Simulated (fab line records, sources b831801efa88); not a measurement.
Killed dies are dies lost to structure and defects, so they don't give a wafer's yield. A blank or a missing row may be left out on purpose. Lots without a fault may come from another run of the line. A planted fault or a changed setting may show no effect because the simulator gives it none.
fab line records | flow gf180mcu
record lots=5 wafers=15 last_day=34
route steps=602 shown V2@386 M3@409
lots that met no fault: from a run of the same line without faults
start_h: hours from the record's first day to the start of the lot's first wafer shown | wait_h: hours since the lot's step before | " the same as in the row above | L1.1+2: a row that stands for several wafers | - no value, or no start given | * or withheld: withheld | < > ~ a bound
route shown NAME@n: a module of which the file shows steps, and the number in the route of the first | usual: mean/standard deviation of fault-free wafers | same: alike in all rows | chamber/n: place in a boat | sites: the reading at each site | _std_site: their standard deviation | _edge_site: outer sites' mean less inner sites' | radius_mm: how far each site lies from the wafer's centre | mask NAME#n: copy n | behind: the tool/chamber that last shaped the wafer | hold: why the lot was held/for how many hours/how that ended | device: the transistor (n, p or np) that didn't switch | end of line: the same wafers' tests at the end of the route | a step without rows: its recipe alone | killed: dies lost to structure and defects at the first sort, not the wafer's yield | map: a wafer's dies, x killed, . not, _ none there
set.NAME: the setting as run; set.NAME@STEP: as run at that earlier step | model.NAME: the simulator's own value behind a step, which no gauge read
lots at some steps of the route; a table a step, a row a wafer
services: from which hour (start_h, from the record's first day; less than 0 if before it) a tool's chamber was out of use, for how many hours, and why
## steps
# step GF_V2_CMP_04
# recipe material=SiO2 down_force_psi=4 platen_rpm=60 pad_velocity_m_s=0.94248
# usual motor_current_A=11.6/1.1 slurry_filter_dp_kPa=13.51/0.14 time_to_endpoint_s=81/4.7
# columns lot.wafer tool chamber start_h wait_h motor_current_A slurry_filter_dp_kPa time_to_endpoint_s
L075.1 cmp-01 2 442.79 0.1 11.6 13.44 75
L075.4 " 3 " " 10.5 13.29 84
L075.6 " 2 " " 11.8 13.59 83
L085.4 cmp-01 2 535.13 0.0 11.8 13.39 88
L085.1 " 3 " " 10.6 13.24 85
L085.5 " 2 " " 12.3 13.65 85
L095.4 cmp-01 3 616.11 0.1 10.5 13.57 81
L095.2 " 0 " " 12.1 13.59 80
L095.5 " 3 " " 10.4 13.47 83
L096.2 cmp-01 1 621.20 0.0 11.9 13.46 87
L096.3 " 0 " " 11.9 13.70 86
L096.5 " 2 " " 11.4 13.51 84
L097.2 cmp-01 0 624.46 0.2 11.5 13.46 88
L097.1 " 1 " " 11.4 13.29 86
L097.3 " 3 " " 10.4 13.52 84
# step GF_V2_BOW_MEAS_05
# recipe mode=bow
# usual V2_BOW=99/7.7
# columns lot.wafer tool chamber start_h wait_h V2_BOW[um]
L075.1 film_metro-04 - 443.04 0.2 97
L075.4 " - " " 99
L075.6 " - " " 111
L085.1 film_metro-02 - 535.43 0.2 95
L085.4 " - " " 94
L085.5 " - " " 92
L095.2 film_metro-04 - 616.43 0.2 103
L095.4 " - " " 99
L095.5 " - " " 97
L096.2 film_metro-02 - 621.52 0.3 92
L096.3 " - " " 91
L096.5 " - " " 100
L097.1 film_metro-02 - 624.76 0.2 113
L097.2 " - " " 119
L097.3 " - " " 107
# step GF_V2_DEHYDRATE_06
# recipe temp_c=200 time_s=60
# usual plate_temp_C=200.01/0.14
# columns lot.wafer tool chamber start_h wait_h plate_temp_C
L075.1 litho_track-04 0 454.40 11.3 199.96
L075.4 " 0 " " 200.00
L075.6 " 0 " " 200.11
L085.1 litho_track-02 0 546.30 10.8 199.89
L085.4 " 0 " " 200.08
L085.5 " 0 " " 199.84
L095.2 litho_track-02 0 625.87 9.4 200.24
L095.4 " 0 " " 200.35
L095.5 " 0 " " 200.46
L096.2 litho_track-04 0 631.08 9.5 199.88
L096.3 " 0 " " 199.95
L096.5 " 0 " " 199.97
L097.1 litho_track-01 0 634.44 9.7 200.08
L097.2 " 0 " " 200.03
L097.3 " 0 " " 199.97
# step GF_V2_HMDS_07
# recipe prime_time_s=60 prime_temp_c=120
# columns lot.wafer tool chamber start_h wait_h
L075.1+4+6 litho_track-04 0 454.55 0.1
L085.1+4+5 litho_track-02 0 546.45 0.1
L095.2+4+5 litho_track-02 0 626.02 0.1
L096.2+3+5 litho_track-04 0 631.23 0.1
L097.1+2+3 litho_track-01 0 634.59 0.1
# step GF_V2_COAT_08
# recipe resist=BARC temp_c=withheld time_s=withheld spin_rpm=withheld resist_thk_nm=withheld
# columns lot.wafer tool chamber start_h wait_h
L075.1+4+6 litho_track-04 0 454.70 0.1
L085.1+4+5 litho_track-02 0 546.60 0.1
L095.2+4+5 litho_track-02 0 626.17 0.1
L096.2+3+5 litho_track-04 0 631.38 0.1
L097.1+2+3 litho_track-01 0 634.74 0.1
# step GF_V2_COAT_09
# recipe resist=KrF spin_rpm=withheld resist_thk_nm=1000
# columns lot.wafer tool chamber start_h wait_h
L075.1+4+6 litho_track-04 0 - -
L085.1+4+5 litho_track-02 0 - -
L095.2+4+5 litho_track-02 0 - -
L096.2+3+5 litho_track-04 0 - -
L097.1+2+3 litho_track-01 0 - -
# step GF_V2_SOFTBAKE_10
# recipe temp_c=130 time_s=60 resist=KrF
# usual plate_temp_C=129.96/0.14
# columns lot.wafer tool chamber start_h wait_h plate_temp_C
L075.1 litho_track-04 0 - - 129.93
L075.4 " 0 " " 129.65
L075.6 " 0 " " 129.87
L085.1 litho_track-02 0 - - 130.14
L085.4 " 0 " " 129.82
L085.5 " 0 " " 129.94
L095.2 litho_track-02 0 - - 130.08
L095.4 " 0 " " 129.97
L095.5 " 0 " " 130.03
L096.2 litho_track-04 0 - - 129.97
L096.3 " 0 " " 129.93
L096.5 " 0 " " 130.02
L097.1 litho_track-01 0 - - 130.02
L097.2 " 0 " " 129.88
L097.3 " 0 " " 129.93
# step GF_V2_EXPOSE_11
# recipe mask_id=Via2 target_cd_nm=260 na=0.68 source_shape=conventional sigma_outer=0.6 dose_mj=38
# columns lot.wafer tool chamber start_h wait_h mask
L075.1+4+6 krf_scanner-02 0 - - Via2#0
L085.1+4+5 krf_scanner-02 0 - - Via2#0
L095.2+4+5 krf_scanner-02 0 - - Via2#0
L096.2+3+5 krf_scanner-02 0 - - Via2#0
L097.1+2+3 krf_scanner-01 0 - - Via2#0
# step GF_V2_PEB_12
# recipe peb_temp_c=135 peb_time_s=90 resist=KrF
# usual plate_temp_C=135.00/0.15
# columns lot.wafer tool chamber start_h wait_h plate_temp_C
L075.1 litho_track-04 0 - - 135.10
L075.4 " 0 " " 135.11
L075.6 " 0 " " 135.06
L085.1 litho_track-02 0 - - 134.89
L085.4 " 0 " " 134.97
L085.5 " 0 " " 134.95
L095.2 litho_track-02 0 - - 134.97
L095.4 " 0 " " 135.03
L095.5 " 0 " " 134.99
L096.2 litho_track-01 0 - - 135.10
L096.3 " 0 " " 134.78
L096.5 " 0 " " 134.92
L097.1 litho_track-04 0 - - 135.05
L097.2 " 0 " " 135.30
L097.3 " 0 " " 135.01
# step GF_V2_DEVELOP_13
# recipe develop_time_s=60 resist=KrF dev_temp_c=21
# usual developer_temp_C=21.00/0.092
# columns lot.wafer tool chamber start_h wait_h developer_temp_C
L075.1 litho_track-04 0 467.10 0.2 20.79
L075.4 " 0 " " 20.94
L075.6 " 0 " " 20.89
L085.1 litho_track-02 0 558.10 0.2 21.01
L085.4 " 0 " " 21.01
L085.5 " 0 " " 20.95
L095.2 litho_track-02 0 636.77 0.2 21.01
L095.4 " 0 " " 21.05
L095.5 " 0 " " 21.03
L096.2 litho_track-01 0 641.67 0.2 21.06
L096.3 " 0 " " 20.88
L096.5 " 0 " " 21.01
L097.1 litho_track-04 0 644.45 0.2 21.02
L097.2 " 0 " " 21.07
L097.3 " 0 " " 20.87
# step GF_V2_CD_MEAS_14
# recipe target_cd_nm=260
# usual cd_nm=259.9/1.5
# columns lot.wafer tool chamber start_h wait_h cd_nm
L075.1 cd_sem-01 - 467.37 0.2 260.9
L075.4 " - " " 260.8
L075.6 " - " " 261.1
L085.1 cd_sem-02 - 558.25 0.1 258.1
L085.4 " - " " 259.3
L085.5 " - " " 258.8
L095.2 cd_sem-02 - 636.92 0.1 258.2
L095.4 " - " " 259.3
L095.5 " - " " 259.2
L096.2 cd_sem-02 - 641.81 0.1 258.6
L096.3 " - " " 259.5
L096.5 " - " " 259.8
L097.1 cd_sem-02 - 644.60 0.1 260.6
L097.2 " - " " 259.8
L097.3 " - " " 259.1
# step GF_V2_OVL_MEAS_15
# usual V2_OVL=2/6.2
# columns lot.wafer tool chamber start_h wait_h V2_OVL[nm]
L075.1 overlay-02 - 467.49 0.1 -6
L075.4 " - " " 6
L075.6 " - " " 2
L085.1 overlay-02 - 558.37 0.1 0
L085.4 " - " " 3
L085.5 " - " " -5
L095.2 overlay-02 - 637.02 0.1 0
L095.4 " - " " 4
L095.5 " - " " 15
L096.2 overlay-01 - 641.92 0.1 -3
L096.3 " - " " 5
L096.5 " - " " 0
L097.1 overlay-01 - 644.72 0.1 9
L097.2 " - " " 8
L097.3 " - " " 12
# step GF_V2_ETCH_16
# recipe chemistry=N2/H2 target_depth_a=withheld overetch_a=withheld time_s=withheld target=BARC ion_energy_ev=200 source_w=500 bias_w=100 pressure_mtorr=30 n2_flow_sccm=100 h2_flow_sccm=200
# usual bias_w=100.01/0.27 drypump_motor_current_A=5.8/0.36 oes_product_au=0.855/0.0051 rf_fwd_power_W=494.2/2.2 throttle_valve_pct=13.224/0.0089
# columns lot.wafer tool chamber start_h wait_h bias_w drypump_motor_current_A oes_product_au rf_fwd_power_W throttle_valve_pct
L075.1 rie_diel-03 2 467.53 0.0 100.21 5.7 0.851 492.6 13.220
L075.4 " 3 " " 100.50 5.6 0.854 494.3 13.231
L075.6 " 2 " " 100.20 5.6 0.860 495.0 13.220
L085.1 rie_diel-04 3 558.40 0.0 99.90 5.4 0.853 494.0 13.218
L085.4 " 1 " " 99.51 6.5 0.853 495.3 13.244
L085.5 " 2 " " 100.13 6.2 0.860 491.4 13.226
L095.2 rie_diel-04 1 637.05 0.0 99.83 6.4 0.863 493.9 13.233
L095.4 " 0 " " 100.11 5.4 0.845 495.7 13.215
L095.5 " 0 " " 99.86 5.4 0.853 495.5 13.216
L096.2 rie_diel-04 3 641.95 0.0 100.52 5.4 0.851 495.4 13.223
L096.3 " 0 " " 99.65 5.4 0.860 493.6 13.229
L096.5 " 0 " " 100.00 5.4 0.846 496.9 13.234
L097.1 rie_diel-03 3 644.76 0.0 99.96 5.7 0.855 495.6 13.238
L097.2 " 0 " " 100.31 5.9 0.854 490.6 13.225
L097.3 " 1 " " 100.00 5.7 0.846 495.5 13.241
# step GF_V2_ETCH_17
# recipe chemistry=C4F8/O2/Ar mask_material=KrF target=SiO2 stop_on=TiN source_w=1500 bias_w=1200 pressure_mtorr=40 c4f8_flow_sccm=withheld O2_flow_sccm=6 Ar_flow_sccm=300 time_s=withheld target_depth_a=6300
# usual bias_w=1200/3.6 oes_product_au=0.856/0.0049 rf_fwd_power_W=1492/4.6
# columns lot.wafer tool chamber start_h wait_h bias_w oes_product_au rf_fwd_power_W
L075.1 rie_diel-03 2 - - 1206 0.861 1491
L075.4 " 3 " " 1201 0.855 1496
L075.6 " 2 " " 1200 0.857 1489
L085.1 rie_diel-04 3 - - 1200 0.855 1496
L085.4 " 1 " " 1198 0.854 1492
L085.5 " 2 " " 1204 0.857 1496
L095.2 rie_diel-04 1 - - 1204 0.858 1501
L095.4 " 0 " " 1199 0.858 1491
L095.5 " 0 " " 1196 0.854 1491
L096.2 rie_diel-04 3 - - 1204 0.854 1492
L096.3 " 0 " " 1196 0.859 1491
L096.5 " 0 " " 1202 0.846 1491
L097.1 rie_diel-03 3 - - 1200 0.848 1496
L097.2 " 0 " " 1192 0.858 1490
L097.3 " 1 " " 1203 0.860 1492
# step GF_V2_STRIP_18
# recipe chemistry=O2/N2 power_w=1400 pressure_mtorr=1500 platen_temp_c=250 o2_flow_sccm=3000 n2_flow_sccm=300 overash_fraction=0.5
# usual drypump_motor_current_A=5.9/0.4 heater_power_w=337/32 oes_product_au=0.592/0.0045
# same overash_fraction=0.5
# columns lot.wafer tool chamber start_h wait_h drypump_motor_current_A heater_power_w oes_product_au rf_hours_counter_h
L075.1 plasma_asher-01 0 467.65 - 6.3 354 0.586 88
L075.4 " 1 " " 5.5 314 0.586 -
L075.6 " 0 " " 6.3 372 0.582 -
L085.1 plasma_asher-01 1 558.53 - 5.5 311 0.586 97
L085.4 " 0 " " 6.3 358 0.601 -
L085.5 " 0 " " 6.3 368 0.598 -
L095.2 plasma_asher-01 1 637.18 - 5.5 311 0.595 106
L095.4 " 0 " " 6.3 361 0.593 -
L095.5 " 1 " " 5.5 311 0.593 -
L096.2 plasma_asher-01 0 642.08 - 6.3 372 0.591 107
L096.3 " 1 " " 5.4 320 0.590 -
L096.5 " 0 " " 6.3 362 0.591 -
L097.1 plasma_asher-01 0 644.89 - 6.3 355 0.596 107
L097.2 " 1 " " 5.5 317 0.591 107
L097.3 " 0 " " 6.3 366 0.590 -
# step GF_V2_STRIP_19
# recipe chemistry=post_etch_residue_remover time_s=1200 temp_c=72.5
# columns lot.wafer tool chamber start_h wait_h
L075.1+4+6 wet_bench-04 1 467.75 0.1
L085.1+4+5 wet_bench-04 3 558.63 0.1
L095.2+4+5 wet_bench-03 2 637.28 0.1
L096.2+3+5 wet_bench-02 0 642.18 0.1
L097.1+2+3 wet_bench-02 2 644.99 0.1
# step GF_V2_CLEAN_20
# recipe chemistry=DIW dry=n2_spin
# columns lot.wafer tool chamber start_h wait_h
L075.1+4+6 wet_bench-02 0 468.13 0.0
L085.1+4+5 wet_bench-03 1 558.97 0.0
L095.2+4+5 wet_bench-04 1 637.62 0.0
L096.2+3+5 wet_bench-03 0 642.55 0.0
L097.1+2+3 wet_bench-03 1 645.36 0.0
# step GF_V2_SPUTTER_21
# recipe material=Ti target_thk_nm=15 chamber_pressure_pa=5 power_w=2500 substrate_temp_c=200 time_s=80.02
# usual cathode_dc_power_W=2499.9/0.48 throttle_valve_pct=29.5/1
# columns lot.wafer tool chamber start_h wait_h cathode_dc_power_W throttle_valve_pct
L075.1 pvd_sputter-04 - 468.22 0.0 2499.6 27.3
L075.4 " - " " 2499.3 27.1
L075.6 " - " " 2499.6 29.9
L085.1 pvd_sputter-02 - 559.07 0.0 2500.4 30.0
L085.4 " - " " 2499.4 28.7
L085.5 " - " " 2501.3 29.1
L095.2 pvd_sputter-02 - 637.72 0.0 2499.7 30.2
L095.4 " - " " 2500.3 29.0
L095.5 " - " " 2500.2 29.2
L096.2 pvd_sputter-02 - 642.64 0.0 2500.7 30.0
L096.3 " - " " 2500.1 29.3
L096.5 " - " " 2500.2 29.9
L097.1 pvd_sputter-01 - 645.45 0.0 2500.3 29.4
L097.2 " - " " 2499.6 31.1
L097.3 " - " " 2500.3 31.5
# step GF_V2_SPUTTER_22
# recipe material=TiN target_thk_nm=10 chamber_pressure_pa=5 power_w=4000 time_s=40
# usual cathode_dc_power_W=3999.9/0.8 throttle_valve_pct=29.5/1
# columns lot.wafer tool chamber start_h wait_h cathode_dc_power_W throttle_valve_pct
L075.1 pvd_sputter-04 - 468.28 0.0 3999.4 27.4
L075.4 " - " " 4000.0 26.9
L075.6 " - " " 4000.4 29.7
L085.1 pvd_sputter-02 - 559.14 0.0 4002.2 29.6
L085.4 " - " " 3999.8 28.9
L085.5 " - " " 3999.4 28.8
L095.2 pvd_sputter-02 - 637.78 0.0 4000.0 29.9
L095.4 " - " " 3999.8 29.1
L095.5 " - " " 3998.8 29.1
L096.2 pvd_sputter-02 - 642.70 0.0 3998.2 30.4
L096.3 " - " " 3999.8 29.2
L096.5 " - " " 4000.8 30.1
L097.1 pvd_sputter-01 - 645.51 0.0 4001.3 29.4
L097.2 " - " " 4000.1 31.0
L097.3 " - " " 3998.9 31.3
# step GF_V2_CVD_23
# recipe material=W target_thk_nm=350 time_s=104.94 temp_c=400 pressure_torr=40
# usual chamber_pressure_Torr=40.00/0.08 heater_power_w=818/34
# columns lot.wafer tool chamber start_h wait_h chamber_pressure_Torr heater_power_w
L075.1 cvd_w-02 0 468.32 0.0 40.05 811
L075.4 " 0 " " 40.01 829
L075.6 " 0 " " 39.91 795
L085.1 cvd_w-01 1 559.17 0.0 39.98 866
L085.4 " 1 " " 40.01 876
L085.5 " 1 " " 40.01 857
L095.2 cvd_w-01 1 637.82 0.0 40.02 880
L095.4 " 1 " " 39.90 836
L095.5 " 0 " " 39.95 758
L096.2 cvd_w-01 0 642.74 0.0 40.11 756
L096.3 " 1 " " 40.02 855
L096.5 " 0 " " 39.99 767
L097.1 cvd_w-01 0 645.55 0.0 40.04 773
L097.2 " 1 " " 40.04 857
L097.3 " 1 " " 39.97 867
# step GF_V2_RS_MEAS_24
# recipe thk_meas_gauge=four-point-probe reads=W_of_V2_CVD_23+TiN_of_V2_SPUTTER_22+Ti_of_V2_SPUTTER_21
# usual V2_W_RS=0.330/0.003
# columns lot.wafer tool chamber start_h wait_h V2_W_RS[ohm/sq]
L075.1 film_metro-03 - 468.43 0.1 0.327
L075.4 " - " " 0.330
L075.6 " - " " 0.331
L085.1 film_metro-03 - 559.29 0.1 0.330
L085.4 " - " " 0.330
L085.5 " - " " 0.334
L095.2 film_metro-04 - 637.95 0.1 0.331
L095.4 " - " " 0.328
L095.5 " - " " 0.329
L096.2 film_metro-04 - 642.88 0.1 0.327
L096.3 " - " " 0.325
L096.5 " - " " 0.330
L097.1 film_metro-04 - 645.66 0.1 0.330
L097.2 " - " " 0.332
L097.3 " - " " 0.330
# step GF_V2_THK_MEAS_25
# recipe thk_meas_gauge=xrf reads=W_of_V2_CVD_23
# usual V2_W_THK=353/6
# columns lot.wafer tool chamber start_h wait_h V2_W_THK[nm]
L075.1 film_metro-03 - 468.55 0.1 360
L075.4 " - " " 356
L075.6 " - " " 355
L085.1 film_metro-03 - 559.41 0.1 358
L085.4 " - " " 358
L085.5 " - " " 354
L095.2 film_metro-04 - 638.06 0.1 343
L095.4 " - " " 344
L095.5 " - " " 343
L096.2 film_metro-04 - 642.99 0.1 348
L096.3 " - " " 350
L096.5 " - " " 344
L097.1 film_metro-04 - 645.78 0.1 343
L097.2 " - " " 342
L097.3 " - " " 342
# step GF_V2_CMP_26
# recipe stop_on=SiO2 down_force_psi=3.5 platen_rpm=60 t_overpolish_s=15 target_thk_nm=0 pad_velocity_m_s=0.94248
# usual motor_current_A=10.6/1 overpolish_run_s=15.001/0.0098 slurry_filter_dp_kPa=13.50/0.14 time_to_endpoint_s=86/3
# columns lot.wafer tool chamber start_h wait_h motor_current_A overpolish_run_s slurry_filter_dp_kPa time_to_endpoint_s
L075.1 cmp-02 3 468.90 0.3 11.4 14.992 13.53 83
L075.4 " 2 " " 12.6 14.999 13.52 80
L075.6 " 0 " " 9.5 15.002 13.58 85
L085.4 cmp-01 3 559.47 0.0 9.6 14.986 13.26 90
L085.1 " 1 " " 11.2 15.001 13.53 88
L085.5 " 0 " " 10.9 14.993 13.74 86
L095.4 cmp-01 1 638.16 0.1 10.4 15.004 13.63 83
L095.2 " 3 " " 9.4 15.011 13.48 84
L095.5 " 1 " " 10.7 15.000 13.45 87
L096.2 cmp-02 0 643.09 0.1 9.3 15.001 13.33 85
L096.3 " 2 " " 13.1 15.001 13.47 85
L096.5 " 3 " " 11.3 14.996 13.56 85
L097.2 cmp-01 2 645.89 0.1 10.8 14.993 13.31 81
L097.3 " 3 " " 9.4 14.998 13.70 84
L097.1 " 0 " " 10.8 15.011 13.57 80
# step GF_M3_SPUTTER_00
# recipe material=Ti target_thk_nm=37.5 arriving_ion_energy_ev=80 substrate_temp_c=200 chamber_pressure_pa=2 power_w=4000 time_s=150
# usual cathode_dc_power_W=4000.0/0.72 throttle_valve_pct=30.1/1.1
# columns lot.wafer tool chamber start_h wait_h cathode_dc_power_W throttle_valve_pct
L075.1 pvd_sputter-01 - 469.20 0.2 3999.6 29.4
L075.4 " - " " 3999.5 31.6
L075.6 " - " " 4001.3 31.1
L085.1 pvd_sputter-01 - 559.77 0.1 4000.5 29.3
L085.4 " - " " 3999.4 31.0
L085.5 " - " " 3999.7 29.5
L095.2 pvd_sputter-03 - 638.41 0.1 4000.2 32.5
L095.4 " - " " 4001.0 30.7
L095.5 " - " " 3999.5 30.8
L096.2 pvd_sputter-03 - 643.34 0.2 4000.8 29.0
L096.3 " - " " 3999.0 32.2
L096.5 " - " " 4000.9 30.5
L097.1 pvd_sputter-02 - 646.14 0.1 3999.1 29.4
L097.2 " - " " 3999.3 29.0
L097.3 " - " " 4001.0 30.2
# step GF_M3_SPUTTER_01
# recipe material=TiN target_thk_nm=30 power_w=6500 time_s=25 chamber_pressure_pa=0.4
# usual cathode_dc_power_W=6499.9/1.2 throttle_valve_pct=30.1/1.1
# columns lot.wafer tool chamber start_h wait_h cathode_dc_power_W throttle_valve_pct
L075.1 pvd_sputter-01 - 469.30 0.1 6498.8 29.6
L075.4 " - " " 6500.3 31.5
L075.6 " - " " 6500.4 31.2
L085.1 pvd_sputter-01 - 559.87 0.1 6501.0 29.2
L085.4 " - " " 6500.9 31.0
L085.5 " - " " 6499.3 29.7
L095.2 pvd_sputter-03 - 638.61 0.1 6499.9 32.4
L095.4 " - " " 6500.5 30.8
L095.5 " - " " 6500.7 30.6
L096.2 pvd_sputter-03 - 643.54 0.1 6502.4 29.1
L096.3 " - " " 6498.2 32.2
L096.5 " - " " 6502.4 30.4
L097.1 pvd_sputter-02 - 646.24 0.1 6500.7 29.1
L097.2 " - " " 6499.7 29.0
L097.3 " - " " 6498.7 29.8
# step GF_M3_SPUTTER_02
# recipe material=AlCu target_thk_nm=450 power_w=10600 time_s=23.9 chamber_pressure_pa=0.4
# usual cathode_dc_power_W=10600/2 throttle_valve_pct=30.1/1.1
# columns lot.wafer tool chamber start_h wait_h cathode_dc_power_W throttle_valve_pct
L075.1 pvd_sputter-01 - 469.33 0.0 10602 29.4
L075.4 " - " " 10600 31.3
L075.6 " - " " 10600 31.2
L085.1 pvd_sputter-01 - 559.90 0.0 10601 29.5
L085.4 " - " " 10602 31.0
L085.5 " - " " 10598 29.2
L095.2 pvd_sputter-03 - 638.67 0.0 10598 32.2
L095.4 " - " " 10597 30.5
L095.5 " - " " 10603 30.7
L096.2 pvd_sputter-03 - 643.60 0.0 10598 29.2
L096.3 " - " " 10601 32.4
L096.5 " - " " 10597 30.4
L097.1 pvd_sputter-02 - 646.27 0.0 10598 29.1
L097.2 " - " " 10598 28.8
L097.3 " - " " 10602 30.2
# step GF_M3_SPUTTER_03
# recipe material=Ti target_thk_nm=10 substrate_temp_c=300 chamber_pressure_pa=0.3 power_w=3000 time_s=6.7
# usual cathode_dc_power_W=3000.0/0.51 throttle_valve_pct=30.1/1.1
# columns lot.wafer tool chamber start_h wait_h cathode_dc_power_W throttle_valve_pct
L075.1 pvd_sputter-01 - 469.36 0.0 3000.2 29.3
L075.4 " - " " 3000.6 31.5
L075.6 " - " " 3000.3 31.2
L085.1 pvd_sputter-01 - 559.93 0.0 3000.3 29.3
L085.4 " - " " 2999.4 31.0
L085.5 " - " " 3000.2 29.3
L095.2 pvd_sputter-03 - 638.73 0.0 2999.5 32.5
L095.4 " - " " 3000.8 30.6
L095.5 " - " " 3000.6 30.9
L096.2 pvd_sputter-03 - 643.66 0.0 2999.8 29.2
L096.3 " - " " 2999.8 32.3
L096.5 " - " " 3000.4 30.7
L097.1 pvd_sputter-02 - 646.30 0.0 3001.2 29.3
L097.2 " - " " 3000.9 28.8
L097.3 " - " " 3000.3 30.5
# step GF_M3_SPUTTER_04
# recipe material=TiN target_thk_nm=50 power_w=6500 time_s=41.7 chamber_pressure_pa=0.4
# usual cathode_dc_power_W=6499.9/1.2 throttle_valve_pct=30.1/1.1
# columns lot.wafer tool chamber start_h wait_h cathode_dc_power_W throttle_valve_pct
L075.1 pvd_sputter-01 - 469.38 0.0 6501.3 29.6
L075.4 " - " " 6503.7 31.5
L075.6 " - " " 6501.4 31.3
L085.1 pvd_sputter-01 - 559.95 0.0 6501.3 29.2
L085.4 " - " " 6500.5 31.5
L085.5 " - " " 6500.3 29.7
L095.2 pvd_sputter-03 - 638.77 0.0 6500.0 32.2
L095.4 " - " " 6501.3 30.4
L095.5 " - " " 6501.3 30.3
L096.2 pvd_sputter-03 - 643.70 0.0 6499.2 29.0
L096.3 " - " " 6498.4 32.6
L096.5 " - " " 6500.3 30.5
L097.1 pvd_sputter-02 - 646.32 0.0 6499.4 29.4
L097.2 " - " " 6498.6 28.8
L097.3 " - " " 6500.5 30.1
# step GF_M3_RS_MEAS_05
# recipe thk_meas_gauge=four-point-probe reads=TiN_of_M3_SPUTTER_04+Ti_of_M3_SPUTTER_03+AlCu_of_M3_SPUTTER_02+TiN_of_M3_SPUTTER_01+Ti_of_M3_SPUTTER_00
# usual M3_ALCU_RS=0.0696/0.00064
# columns lot.wafer tool chamber start_h wait_h M3_ALCU_RS[ohm/sq]
L075.1 film_metro-02 - 469.42 0.0 0.0695
L075.4 " - " " 0.0698
L075.6 " - " " 0.0697
L085.1 film_metro-02 - 559.99 0.0 0.0691
L085.4 " - " " 0.0698
L085.5 " - " " 0.0699
L095.2 film_metro-03 - 638.87 0.1 0.0701
L095.4 " - " " 0.0707
L095.5 " - " " 0.0706
L096.2 film_metro-02 - 643.84 0.1 0.0697
L096.3 " - " " 0.0701
L096.5 " - " " 0.0697
L097.1 film_metro-01 - 646.36 0.0 0.0704
L097.2 " - " " 0.0701
L097.3 " - " " 0.0698
# step GF_M3_THK_MEAS_06
# recipe thk_meas_gauge=xrf reads=AlCu_of_M3_SPUTTER_02
# usual M3_ALCU_THK=447/5.7
# columns lot.wafer tool chamber start_h wait_h M3_ALCU_THK[nm]
L075.1 film_metro-02 - 469.54 0.1 445
L075.4 " - " " 445
L075.6 " - " " 445
L085.1 film_metro-02 - 560.11 0.1 449
L085.4 " - " " 442
L085.5 " - " " 442
L095.2 film_metro-03 - 638.98 0.1 446
L095.4 " - " " 441
L095.5 " - " " 442
L096.2 film_metro-02 - 643.95 0.1 442
L096.3 " - " " 440
L096.5 " - " " 443
L097.1 film_metro-01 - 646.48 0.1 437
L097.2 " - " " 442
L097.3 " - " " 444
# step GF_M3_DEHYDRATE_07
# recipe temp_c=200 time_s=60
# usual plate_temp_C=199.98/0.15
# columns lot.wafer tool chamber start_h wait_h plate_temp_C
L075.1 litho_track-02 0 480.85 11.3 199.86
L075.4 " 0 " " 199.91
L075.6 " 0 " " 200.11
L085.1 litho_track-01 0 570.90 10.8 199.74
L085.4 " 0 " " 200.03
L085.5 " 0 " " 199.99
L095.2 litho_track-03 0 648.02 9.0 199.69
L095.4 " 0 " " 199.81
L095.5 " 0 " " 199.94
L096.2 litho_track-03 0 653.22 9.3 199.76
L096.3 " 0 " " 199.94
L096.5 " 0 " " 199.87
L097.1 litho_track-02 0 656.45 10.0 200.07
L097.2 " 0 " " 199.85
L097.3 " 0 " " 199.80
# step GF_M3_HMDS_08
# recipe prime_time_s=60 prime_temp_c=120
# columns lot.wafer tool chamber start_h wait_h
L075.1+4+6 litho_track-02 0 481.00 0.1
L085.1+4+5 litho_track-01 0 571.05 0.1
L095.2+4+5 litho_track-03 0 648.17 0.1
L096.2+3+5 litho_track-03 0 653.37 0.1
L097.1+2+3 litho_track-02 0 656.60 0.1
# step GF_M3_COAT_09
# recipe resist=KrF spin_rpm=withheld resist_thk_nm=1000
# columns lot.wafer tool chamber start_h wait_h
L075.1+4+6 litho_track-02 0 481.15 0.1
L085.1+4+5 litho_track-01 0 571.20 0.1
L095.2+4+5 litho_track-03 0 648.32 0.1
L096.2+3+5 litho_track-03 0 653.52 0.1
L097.1+2+3 litho_track-02 0 656.75 0.1
# step GF_M3_SOFTBAKE_10
# recipe temp_c=130 time_s=60 resist=KrF
# usual plate_temp_C=130.01/0.13
# columns lot.wafer tool chamber start_h wait_h plate_temp_C
L075.1 litho_track-02 0 481.30 0.1 129.84
L075.4 " 0 " " 130.18
L075.6 " 0 " " 130.07
L085.1 litho_track-01 0 571.35 0.1 129.93
L085.4 " 0 " " 129.98
L085.5 " 0 " " 129.88
L095.2 litho_track-03 0 648.47 0.1 129.96
L095.4 " 0 " " 129.88
L095.5 " 0 " " 129.88
L096.2 litho_track-03 0 653.67 0.1 130.02
L096.3 " 0 " " 130.10
L096.5 " 0 " " 130.18
L097.1 litho_track-02 0 656.90 0.1 129.90
L097.2 " 0 " " 130.12
L097.3 " 0 " " 129.90
# step GF_M3_EXPOSE_11
# recipe mask_id=Metal3 target_cd_nm=280 na=0.68 source_shape=conventional sigma_outer=0.6 dose_mj=28
# columns lot.wafer tool chamber start_h wait_h mask
L075.1+4+6 krf_scanner-02 0 - - Metal3#0
L085.1+4+5 krf_scanner-02 0 - - Metal3#0
L095.2+4+5 krf_scanner-02 0 - - Metal3#0
L096.2+3+5 krf_scanner-01 0 - - Metal3#0
L097.1+2+3 krf_scanner-01 0 - - Metal3#0
## services
# columns tool chamber start_h hours kind
rie_diel-04 1 424.83 3.0 repair
pvd_sputter-01 - 445.57 2.4 repair
cmp-01 - 457.03 3.8 repair
cmp-01 - 460.08 2.5 repair
pvd_sputter-02 - 467.18 2.4 repair
cmp-01 - 467.97 3.7 pm
pvd_sputter-03 - 473.31 2.2 repair
pvd_sputter-02 - 478.89 2.5 repair
pvd_sputter-02 - 497.58 1.7 repair
krf_scanner-02 - 503.17 1.3 pm
cmp-01 - 503.66 0.5 repair
pvd_sputter-02 - 507.31 0.8 repair
krf_scanner-02 - 533.86 0.8 repair
krf_scanner-02 - 561.32 0.5 repair
rie_diel-04 - 570.40 2.3 repair
pvd_sputter-02 - 575.43 9.0 repair
krf_scanner-02 - 576.52 1.0 pm
krf_scanner-02 - 578.31 4.4 pm
krf_scanner-02 - 582.71 0.8 pm
rie_diel-04 1 599.60 10.7 repair
cmp-01 - 626.94 1.5 repair
rie_diel-04 3 634.65 1.8 repair
pvd_sputter-01 - 640.86 4.2 repair
cmp-01 - 654.18 0.4 repair
## key
fault none
